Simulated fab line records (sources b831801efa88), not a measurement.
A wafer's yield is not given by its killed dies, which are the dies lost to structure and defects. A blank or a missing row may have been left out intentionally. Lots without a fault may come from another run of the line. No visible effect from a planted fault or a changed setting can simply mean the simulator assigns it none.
Commonality check across tools | flow gf180mcu | 39 wafers sampled across 13 lots

## REASON IT WAS OPENED
Of 13 lots, 2 have the reading VT_IMPLANT_4_TW flagged at GF_VT_IMPLANT_TW_MEAS_43. Fault-free wafers read 696, with a standard deviation of 5.3.
Rule: a lot is flagged in two cases, either no wafer of it has a number, or all its wafers with numbers fall more than 4 standard deviations from that mean. The rest of the lots are taken to be sound.

lot  | measured     | on            | VT_IMPLANT_4_TW, wafer by wafer | flag
L314 | day 7 14:28  | film_metro-01 | 691 691 691                     |
L315 | day 7 20:58  | film_metro-01 | 688 693 688                     |
L316 | day 8 02:53  | film_metro-04 | 698 694 694                     |
L317 | day 8 10:01  | film_metro-02 | 699 702 703                     |
L318 | day 8 13:34  | film_metro-02 | 701 703 698                     |
L319 | day 8 23:23  | film_metro-02 | 702 704 702                     |
L320 | day 9 06:14  | film_metro-02 | 700 700 698                     |
L321 | day 9 11:10  | film_metro-02 | 701 703 707                     |
L322 | day 9 22:55  | film_metro-02 | 704 705 702                     |
L324 | day 10 09:23 | film_metro-04 | 697 695 700                     |
L325 | day 10 17:21 | film_metro-01 | 695 693 691                     |
L331 | day 12 07:02 | film_metro-01 | 509 511 509                     | FLAGGED
L332 | day 12 13:29 | film_metro-02 | 518 518 518                     | FLAGGED
Average over the flagged lots: 514; offset from the usual -182, equal to -34 standard deviations.

## EACH LOT AND THE TOOL IT RAN ON
Before the reading, the record contains 2 process steps out of a 602-step route. Each cell gives the tool, then ch followed by the chambers the sampled wafers passed through, then the start.
lot  | flag    | GF_DNWELL_STRIP_08                  | GF_VT_IMPLANT_IMPLANT_41
L314 |         | plasma_asher-04 ch 0,1, day 2 19:09 | implanter-03 ch 0, day 7 14:14
L315 |         | plasma_asher-04 ch 0,1, day 3 00:44 | implanter-01 ch 0, day 7 20:43
L316 |         | plasma_asher-03 ch 0,1, day 3 04:53 | implanter-01 ch 0, day 8 02:40
L317 |         | plasma_asher-04 ch 0,1, day 3 10:26 | implanter-04 ch 0, day 8 09:47
L318 |         | plasma_asher-04 ch 0, day 3 15:35   | implanter-04 ch 0, day 8 13:20
L319 |         | plasma_asher-03 ch 0,1, day 3 22:56 | implanter-01 ch 0, day 8 23:10
L320 |         | plasma_asher-04 ch 0,1, day 4 02:33 | implanter-03 ch 0, day 9 05:59
L321 |         | plasma_asher-01 ch 1, day 4 06:38   | implanter-04 ch 0, day 9 10:55
L322 |         | plasma_asher-01 ch 0,1, day 4 15:57 | implanter-04 ch 0, day 9 22:40
L324 |         | plasma_asher-04 ch 0,1, day 4 23:59 | implanter-03 ch 0, day 10 09:08
L325 |         | plasma_asher-03 ch 0,1, day 5 06:31 | implanter-04 ch 0, day 10 17:06
L331 | FLAGGED | plasma_asher-01 ch 0,1, day 6 11:50 | implanter-03 ch 0, day 12 06:47
L332 | FLAGGED | plasma_asher-04 ch 0,1, day 6 17:17 | implanter-04 ch 0, day 12 13:14
What is done by these steps:
- GF_DNWELL_STRIP_08: strips in O2/N2.
- GF_VT_IMPLANT_IMPLANT_41
- GF_VT_IMPLANT_TW_MEAS_43

## FLAGGED OVER TOTAL, TOOL BY TOOL (the gauges that took the reading come last)
step                     | tool            | lots run | flagged | share of the flagged lots | sound lots run after its first flagged lot
GF_DNWELL_STRIP_08       | plasma_asher-01 | 3        | 1       | some                      | 0
GF_DNWELL_STRIP_08       | plasma_asher-03 | 3        | 0       | none                      | -
GF_DNWELL_STRIP_08       | plasma_asher-04 | 7        | 1       | some                      | 0
GF_VT_IMPLANT_IMPLANT_41 | implanter-01    | 3        | 0       | none                      | -
GF_VT_IMPLANT_IMPLANT_41 | implanter-03    | 4        | 1       | some                      | 0
GF_VT_IMPLANT_IMPLANT_41 | implanter-04    | 6        | 1       | some                      | 0
GF_VT_IMPLANT_TW_MEAS_43 | film_metro-01   | 4        | 1       | some                      | 0
GF_VT_IMPLANT_TW_MEAS_43 | film_metro-02   | 7        | 1       | some                      | 0
GF_VT_IMPLANT_TW_MEAS_43 | film_metro-04   | 2        | 0       | none                      | -

## WHAT THE TABLE ALLOWS
No row of the table ran every flagged lot.

## WHAT THE SIMULATOR PUT IN
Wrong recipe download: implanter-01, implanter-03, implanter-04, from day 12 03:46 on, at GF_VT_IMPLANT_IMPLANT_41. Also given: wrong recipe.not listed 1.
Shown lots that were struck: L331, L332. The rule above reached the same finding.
